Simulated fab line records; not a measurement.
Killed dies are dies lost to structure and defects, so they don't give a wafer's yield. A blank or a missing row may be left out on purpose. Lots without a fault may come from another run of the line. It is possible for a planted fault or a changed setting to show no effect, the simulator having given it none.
fab line records	flow gf180mcu
record: lots: 12	wafers: 36	last-day: 34
route steps=602 shown MVSD@76 HV_LDD@196 PSD@261
lots that met no fault: from a run of the same line without faults
start-h: hours from the record's first day to the start of the lot's first wafer shown	wait-h: time in hours since the lot's previous step	" identical to the entry in the row above	L1.1+2: a single row standing in for several wafers	- no value present, or no start provided	* or withheld: withheld	< > ~ a bound
route shown NAME@n: names a module that has steps shown in the file, with the first one's number in the route	usual: the fault-free wafers' mean and standard deviation	same: alike in all rows	chamber/n: place in a boat	sites: per-site readings	_std_site: the values' standard deviation	_edge_site: outer sites' mean less inner sites'	radius-mm: how far each site lies from the wafer's centre	mask NAME#n: copy n	behind: tool/chamber where the wafer was last shaped	hold: why the lot was held/for how many hours/how that ended	device: the n, p or np transistor that did not switch	end of line: the same wafers' tests at the end of the route	a step without rows: its recipe alone	killed: the dies lost at the first sort to structure and to defects; this is not the yield of the wafer	map: a wafer's dies, x killed, . not, _ none there
set.NAME: the setting the step ran with; set.NAME@STEP: the setting that earlier step ran with	model.NAME: the simulator's own value behind a step, which no gauge read
a sample of lots followed through the steps of the route, with each step as a table and each wafer as a row
services: the hour from which a tool's chamber was out of use, counted from the record's first day as start-h (under 0 if before that day), plus the number of hours and why
== steps ==
step: GF_MVSD_STRIP_10
recipe: chemistry: O2/N2	power-w: 1400	pressure-mtorr: 1500	platen-temp-c: 250	o2-flow-sccm: 3000	n2-flow-sccm: 300	overash-fraction: 0.5
usual: drypump-motor-current-A: 5.7/0.46	heater-power-w: 374/26	oes-product-au: 0.722/0.0044	platen-temp-c: 249.97/0.21	strip-time-to-endpoint-s: 36.89/0.083
same: overash-fraction: 0.5
lot.wafer	tool	chamber	start-h	wait-h	drypump-motor-current-A	heater-power-w	oes-product-au	platen-temp-c	rf-hours-counter-h	strip-time-to-endpoint-s
L969.2	plasma-asher-01	0	88.56	0.1	6.1	369	0.723	249.80	42	36.82
L969.3	"	1	"	"	5.7	354	0.714	250.08	-	36.75
L969.4	"	0	"	"	6.1	371	0.720	249.89	-	36.90
L972.2	plasma-asher-04	0	104.96	0.1	4.9	375	0.722	249.70	45	36.81
L972.4	"	0	"	"	4.9	370	0.715	249.92	-	36.94
L972.6	"	1	"	"	6.2	419	0.718	250.22	-	36.80
L975.3	plasma-asher-04	1	123.04	0.1	6.2	425	0.721	249.77	-	36.90
L975.5	"	1	"	"	6.2	432	0.724	250.28	-	36.86
L975.6	"	0	"	"	4.9	375	0.725	249.67	-	36.78
L976.2	plasma-asher-02	0	127.65	0.1	6.1	392	0.720	249.94	1	36.84
L976.3	"	1	"	"	5.1	344	0.716	249.77	-	36.85
L976.5	"	1	"	"	5.1	353	0.725	249.95	-	36.85
L980.1	plasma-asher-04	0	151.67	0.1	4.9	377	0.724	249.88	50	36.77
L980.5	"	0	"	"	4.9	377	0.722	250.02	-	36.90
L980.6	"	1	"	"	6.2	424	0.719	250.24	-	36.82
L982.3	plasma-asher-02	0	165.44	0.1	6.1	388	0.720	249.96	-	36.87
L982.4	"	1	"	"	5.1	350	0.718	250.01	-	36.89
L982.6	"	1	"	"	5.1	340	0.722	249.74	-	36.88
L983.1	plasma-asher-02	1	172.00	0.1	5.1	340	0.718	250.01	5	36.90
L983.5	"	1	"	"	5.1	351	0.729	249.80	-	36.87
L983.6	"	0	"	"	6.1	399	0.721	250.27	-	36.95
L984.3	plasma-asher-02	0	177.29	0.1	6.1	393	0.721	249.64	-	36.85
L984.5	"	0	"	"	6.1	404	0.726	249.85	-	36.85
L984.6	"	1	"	"	5.1	333	0.722	249.95	-	36.75
L985.4	plasma-asher-02	1	184.99	0.1	5.1	347	0.725	250.00	-	36.91
L985.5	"	0	"	"	6.1	400	0.723	249.82	-	36.98
L985.6	"	1	"	"	5.1	341	0.721	249.54	-	36.82
L988.2	plasma-asher-01	1	198.50	0.1	5.7	348	0.718	249.61	54	36.89
L988.5	"	0	"	"	6.1	368	0.723	250.38	-	36.93
L988.6	"	1	"	"	5.7	353	0.723	250.07	-	37.01
L989.2	plasma-asher-01	0	206.05	0.1	6.0	369	0.721	250.02	55	36.97
L989.5	"	1	"	"	5.7	357	0.718	250.01	-	36.89
L989.6	"	0	"	"	6.0	373	0.729	249.95	-	36.99
L991.1	plasma-asher-01	1	216.55	0.1	5.7	356	0.724	250.17	56	36.95
L991.4	"	0	"	"	6.1	382	0.721	249.92	-	37.00
L991.5	"	0	"	"	6.1	376	0.719	250.18	-	36.94
step: GF_HV_LDD_OVL_MEAS_20
usual: HV_LDD_01_OVL: -0.6/1.2
lot.wafer	tool	chamber	start-h	wait-h	HV_LDD_01_OVL[nm]
L969.2	overlay-02	-	241.28	0.1	0.0
L969.3	"	-	"	"	-0.3
L969.4	"	-	"	"	1.4
L972.2	overlay-02	-	266.16	0.1	1.3
L972.4	"	-	"	"	-0.7
L972.6	"	-	"	"	0.1
L975.3	overlay-02	-	291.84	0.1	0.3
L975.5	"	-	"	"	2.1
L975.6	"	-	"	"	1.6
L976.2	overlay-01	-	296.91	0.1	0.0
L976.3	"	-	"	"	-0.2
L976.5	"	-	"	"	-0.5
L980.1	overlay-02	-	331.12	0.1	-2.7
L980.5	"	-	"	"	-1.0
L980.6	"	-	"	"	-1.6
L982.3	overlay-02	-	343.81	0.1	-1.5
L982.4	"	-	"	"	-1.4
L982.6	"	-	"	"	-0.8
L983.1	overlay-01	-	357.22	0.1	-1.2
L983.5	"	-	"	"	0.3
L983.6	"	-	"	"	-0.1
L984.3	overlay-01	-	364.01	0.1	-0.6
L984.5	"	-	"	"	0.3
L984.6	"	-	"	"	0.3
L985.4	overlay-02	-	369.69	0.1	-2.1
L985.5	"	-	"	"	-1.9
L985.6	"	-	"	"	-3.5
L988.2	overlay-01	-	388.28	0.1	1.2
L988.5	"	-	"	"	-1.2
L988.6	"	-	"	"	0.6
L989.2	overlay-01	-	397.77	0.1	-2.5
L989.5	"	-	"	"	0.6
L989.6	"	-	"	"	-0.1
L991.1	overlay-02	-	414.54	0.1	0.2
L991.4	"	-	"	"	-0.9
L991.5	"	-	"	"	-2.2
step: GF_HV_LDD_IMPLANT_36
recipe: species: P	energy-kev: 60	dose-cm2: 7.5e+12	tilt-deg: 30	rotation-deg: 270
usual: beam-on-s: 10.00/0.2	faraday-current-uA: 42.3/0.86
lot.wafer	tool	chamber	start-h	wait-h	beam-on-s	faraday-current-uA
L969.2	implanter-03	0	259.63	0.1	10.18	41.8
L969.3	"	0	"	"	9.82	43.3
L969.4	"	0	"	"	9.66	43.9
L972.2	implanter-01	0	285.41	0.1	9.98	42.5
L972.4	"	0	"	"	10.27	41.3
L972.6	"	0	"	"	9.83	42.8
L975.3	implanter-04	0	312.00	0.1	12.69	33.2
L975.5	"	0	"	"	12.63	33.5
L975.6	"	0	"	"	12.98	32.6
L976.2	implanter-04	0	316.95	0.1	13.07	32.2
L976.3	"	0	"	"	13.05	32.4
L976.5	"	0	"	"	12.78	33.1
L980.1	implanter-03	0	353.10	0.1	10.25	41.3
L980.5	"	0	"	"	10.43	40.3
L980.6	"	0	"	"	9.59	44.0
L982.3	implanter-01	0	366.09	0.1	10.10	42.0
L982.4	"	0	"	"	9.91	42.6
L982.6	"	0	"	"	9.97	42.4
L983.1	implanter-01	0	379.75	0.1	10.21	41.4
L983.5	"	0	"	"	9.81	42.9
L983.6	"	0	"	"	10.35	40.8
L984.3	implanter-03	0	388.45	0.1	9.83	43.0
L984.5	"	0	"	"	9.86	42.7
L984.6	"	0	"	"	10.11	41.8
L985.4	implanter-04	0	393.76	0.1	9.78	43.1
L985.5	"	0	"	"	10.00	42.3
L985.6	"	0	"	"	10.13	41.8
L988.2	implanter-03	0	411.61	0.1	10.09	41.7
L988.5	"	0	"	"	10.16	41.7
L988.6	"	0	"	"	10.33	40.8
L989.2	implanter-04	0	422.18	0.1	10.00	42.3
L989.5	"	0	"	"	9.57	44.0
L989.6	"	0	"	"	9.82	43.0
L991.1	implanter-03	0	439.20	0.1	9.73	43.6
L991.4	"	0	"	"	10.15	41.7
L991.5	"	0	"	"	10.23	41.3
step: GF_HV_LDD_TW_MEAS_38
usual: HV_LDD_3_TW: 1425/10
lot.wafer	tool	chamber	start-h	wait-h	HV_LDD_3_TW
L969.2	film-metro-01	-	259.87	0.1	1434
L969.3	"	-	"	"	1443
L969.4	"	-	"	"	1439
L972.2	film-metro-02	-	285.65	0.1	1432
L972.4	"	-	"	"	1435
L972.6	"	-	"	"	1434
L975.3	film-metro-01	-	312.22	0.1	1466
L975.5	"	-	"	"	1469
L975.6	"	-	"	"	1462
L976.2	film-metro-02	-	317.19	0.1	1459
L976.3	"	-	"	"	1453
L976.5	"	-	"	"	1454
L980.1	film-metro-02	-	353.35	0.1	1419
L980.5	"	-	"	"	1423
L980.6	"	-	"	"	1427
L982.3	film-metro-01	-	366.31	0.1	1436
L982.4	"	-	"	"	1441
L982.6	"	-	"	"	1434
L983.1	film-metro-02	-	380.00	0.1	1434
L983.5	"	-	"	"	1430
L983.6	"	-	"	"	1428
L984.3	film-metro-04	-	388.67	0.1	1415
L984.5	"	-	"	"	1415
L984.6	"	-	"	"	1425
L985.4	film-metro-01	-	393.97	0.1	1432
L985.5	"	-	"	"	1437
L985.6	"	-	"	"	1442
L988.2	film-metro-04	-	411.85	0.1	1417
L988.5	"	-	"	"	1416
L988.6	"	-	"	"	1418
L989.2	film-metro-01	-	422.46	0.1	1433
L989.5	"	-	"	"	1436
L989.6	"	-	"	"	1438
L991.1	film-metro-04	-	439.47	0.1	1414
L991.4	"	-	"	"	1408
L991.5	"	-	"	"	1414
step: GF_HV_LDD_RS_MEAS_53
recipe: thk-meas-gauge: four-point-probe
usual: HV_LDD_RS: 418.1/0.88
lot.wafer	tool	chamber	start-h	wait-h	HV_LDD_RS[ohm/sq]
L969.2	film-metro-04	-	279.50	0.1	418.8
L969.3	"	-	"	"	418.7
L969.4	"	-	"	"	419.2
L972.2	film-metro-01	-	306.27	0.1	417.9
L972.4	"	-	"	"	417.4
L972.6	"	-	"	"	417.8
L975.3	film-metro-04	-	332.85	0.1	411.8
L975.5	"	-	"	"	412.2
L975.6	"	-	"	"	411.5
L976.2	film-metro-02	-	337.79	0.1	411.4
L976.3	"	-	"	"	412.2
L976.5	"	-	"	"	412.3
L980.1	film-metro-02	-	375.56	0.1	418.6
L980.5	"	-	"	"	417.3
L980.6	"	-	"	"	419.3
L982.3	film-metro-01	-	389.35	0.1	419.1
L982.4	"	-	"	"	419.8
L982.6	"	-	"	"	418.0
L983.1	film-metro-04	-	403.25	0.1	418.5
L983.5	"	-	"	"	418.8
L983.6	"	-	"	"	418.4
L984.3	film-metro-02	-	412.02	0.1	417.0
L984.5	"	-	"	"	417.2
L984.6	"	-	"	"	417.6
L985.4	film-metro-01	-	417.93	0.1	417.3
L985.5	"	-	"	"	418.4
L985.6	"	-	"	"	417.6
L988.2	film-metro-02	-	436.32	0.1	416.7
L988.5	"	-	"	"	418.6
L988.6	"	-	"	"	416.9
L989.2	film-metro-02	-	447.18	0.1	418.0
L989.5	"	-	"	"	417.4
L989.6	"	-	"	"	418.0
L991.1	film-metro-04	-	464.53	0.1	419.7
L991.4	"	-	"	"	418.6
L991.5	"	-	"	"	418.4
step: GF_PSD_RTA_13
recipe: temp-c: 1025	time-s: 20	ambient: N2
usual: lamp-power-pct: 35.7/2.1	wafer_temp_C_max: 1031.3/1.8
lot.wafer	tool	chamber	start-h	wait-h	lamp-power-pct	wafer_temp_C_max
L969.2	rtp-anneal-02	0	321.56	0.0	37.7	1032.5
L969.3	"	0	"	"	37.7	1031.1
L969.4	"	0	"	"	37.7	1031.5
L972.2	rtp-anneal-01	0	348.71	0.0	33.5	1030.3
L972.4	"	0	"	"	33.4	1029.8
L972.6	"	0	"	"	33.5	1029.6
L975.3	rtp-anneal-01	0	379.16	0.0	33.4	1030.0
L975.5	"	0	"	"	33.4	1029.1
L975.6	"	0	"	"	33.4	1030.7
L976.2	rtp-anneal-02	0	387.60	0.0	37.7	1032.4
L976.3	"	0	"	"	37.7	1032.4
L976.5	"	0	"	"	37.6	1031.6
L980.1	rtp-anneal-02	0	424.37	0.0	37.7	1034.2
L980.5	"	0	"	"	37.7	1032.6
L980.6	"	0	"	"	37.7	1032.4
L982.3	rtp-anneal-02	0	440.11	0.0	37.7	1033.2
L982.4	"	0	"	"	37.7	1034.7
L982.6	"	0	"	"	37.7	1031.4
L983.1	rtp-anneal-01	0	454.49	0.0	33.4	1030.5
L983.5	"	0	"	"	33.5	1029.3
L983.6	"	0	"	"	33.4	1030.0
L984.3	rtp-anneal-01	0	465.75	0.0	33.5	1030.6
L984.5	"	0	"	"	33.4	1030.0
L984.6	"	0	"	"	33.5	1029.5
L985.4	rtp-anneal-02	0	470.97	0.0	37.7	1034.3
L985.5	"	0	"	"	37.7	1033.5
L985.6	"	0	"	"	37.7	1031.3
L988.2	rtp-anneal-01	0	486.86	0.0	33.4	1029.3
L988.5	"	0	"	"	33.4	1030.8
L988.6	"	0	"	"	33.4	1028.6
L989.2	rtp-anneal-01	0	499.28	0.0	33.4	1029.5
L989.5	"	0	"	"	33.5	1028.8
L989.6	"	0	"	"	33.4	1029.7
L991.1	rtp-anneal-02	0	515.17	0.0	37.7	1033.4
L991.4	"	0	"	"	37.7	1032.9
L991.5	"	0	"	"	37.7	1033.0
== services ==
tool	chamber	start-h	hours	kind
implanter-03	-	70.61	3.3	pm
plasma-asher-02	-	103.10	2.2	repair
plasma-asher-02	-	108.75	9.0	pm
plasma-asher-02	0	108.75	9.0	vent-cycle
plasma-asher-02	1	108.75	9.0	vent-cycle
implanter-01	-	171.28	5.9	pm
plasma-asher-04	-	183.79	7.6	repair
implanter-03	-	195.71	2.4	repair
implanter-04	-	202.20	7.9	pm
implanter-01	-	217.02	2.0	repair
plasma-asher-01	-	244.35	5.9	repair
implanter-01	-	259.92	1.1	repair
rtp-anneal-01	-	272.48	3.9	pm
implanter-01	-	278.95	2.2	repair
implanter-04	-	284.34	4.0	repair
implanter-03	-	288.42	2.3	pm
implanter-04	-	326.39	11.2	pm
plasma-asher-01	-	328.12	7.4	repair
implanter-04	-	339.22	1.0	repair
implanter-01	-	342.26	4.0	repair
rtp-anneal-02	-	357.75	4.4	pm
plasma-asher-02	-	418.35	4.0	pm
plasma-asher-01	-	421.25	9.0	pm
plasma-asher-04	-	499.82	3.9	repair
== key ==
first-sign: step: GF_HV_LDD_IMPLANT_36	reading: beam-on-s	direction: up	sigmas: 14	usual: 10.00	struck: 12.87
effect: step: GF_HV_LDD_IMPLANT_36	reading: faraday-current-uA	direction: down	sigmas: 11	usual: 42.3	struck: 32.8
effect: step: GF_HV_LDD_TW_MEAS_38	reading: HV_LDD_3_TW	direction: up	sigmas: 3.6	usual: 1425	struck: 1461
effect: step: GF_HV_LDD_RS_MEAS_53	reading: HV_LDD_RS	direction: down	sigmas: 7	usual: 418.1	struck: 411.9
met-at GF_HV_LDD_IMPLANT_36
struck-lots L975,L976
tester-left-out L975,L976
not-acting-at GF_MVSD_STRIP_10,GF_HV_LDD_OVL_MEAS_20,GF_PSD_RTA_13
fault: kind: process-parameter-drift	tool: implanter-04	chamber: -	onset-h: 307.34	steps: GF_HV_LDD_IMPLANT_36	channel: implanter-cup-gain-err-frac	offset: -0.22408	shape: step	end-h: 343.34
tester-left-out: of these lots the tester's yield and bins aren't shown, on N5 and GAA mostly nor the transistor test; their killed dies are dies lost to structure and defects alone, not to doping, threshold or leakage, so they don't give the yield
